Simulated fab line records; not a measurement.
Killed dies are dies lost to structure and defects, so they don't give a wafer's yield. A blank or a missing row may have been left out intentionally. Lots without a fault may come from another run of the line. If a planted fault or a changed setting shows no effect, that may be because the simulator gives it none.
The tool behind it: which one? ; flow sky130 ; 11 lots (33 wafers sampled), 1 step of a 708-step route

## WHAT EACH GAUGE READ, for each wafer
SKY_SONOS_ONO_OVL_MEAS_14.
lot;measured;on;SONOS_ONO_OVL (nm)
L791;day 12 23:23;overlay-02;0.2 -0.7 1.1
L793;day 13 10:03;overlay-01;-2.6 -4.0 -2.2
L798;day 15 07:55;overlay-02;-0.4 -0.3 2.3
L800;day 15 17:57;overlay-01;-2.0 -3.0 -2.3
L806;day 18 16:53;overlay-01;-1.3 -0.6 -1.2
L807;day 19 00:16;overlay-02;-1.6 -1.0 -2.6
L808;day 19 00:35;overlay-01;-1.9 -1.8 -1.6
L809;day 19 11:44;overlay-01;0.5 -2.4 -1.8
L810;day 19 11:53;overlay-01;-4.3 -3.2 -3.7
L812;day 20 04:26;overlay-01;-1.0 -2.9 -1.2
L813;day 20 12:44;overlay-01;-1.6 -1.9 0.0

## WHAT TOOL EACH LOT RAN ON (gives the tool, then ch and the chambers of the sampled wafers, and finally the start)
The record shows no process step preceding these readings.

## THE ANSWER, worked out from the rows above alone
Rule: what is usual is taken from the lots themselves. Put in order of their means at a reading, lots are off if they are a third of the lots or fewer, leave a main group of 4 or more, and stand apart from it by a gap of 3 or more times the standard deviation of the main group's means; of several such gaps the widest counts. If all means in a main group match to the digits the tables above print for the reading, that group is not used. A lot without any number at a reading at which 4 lots or more have one is off too. All remaining lots with rows at the step are treated as sound.
No lot is off on any of the readings shown, so nothing can be concluded from this.

## WHAT HAD BEEN PUT IN BY THE SIMULATOR
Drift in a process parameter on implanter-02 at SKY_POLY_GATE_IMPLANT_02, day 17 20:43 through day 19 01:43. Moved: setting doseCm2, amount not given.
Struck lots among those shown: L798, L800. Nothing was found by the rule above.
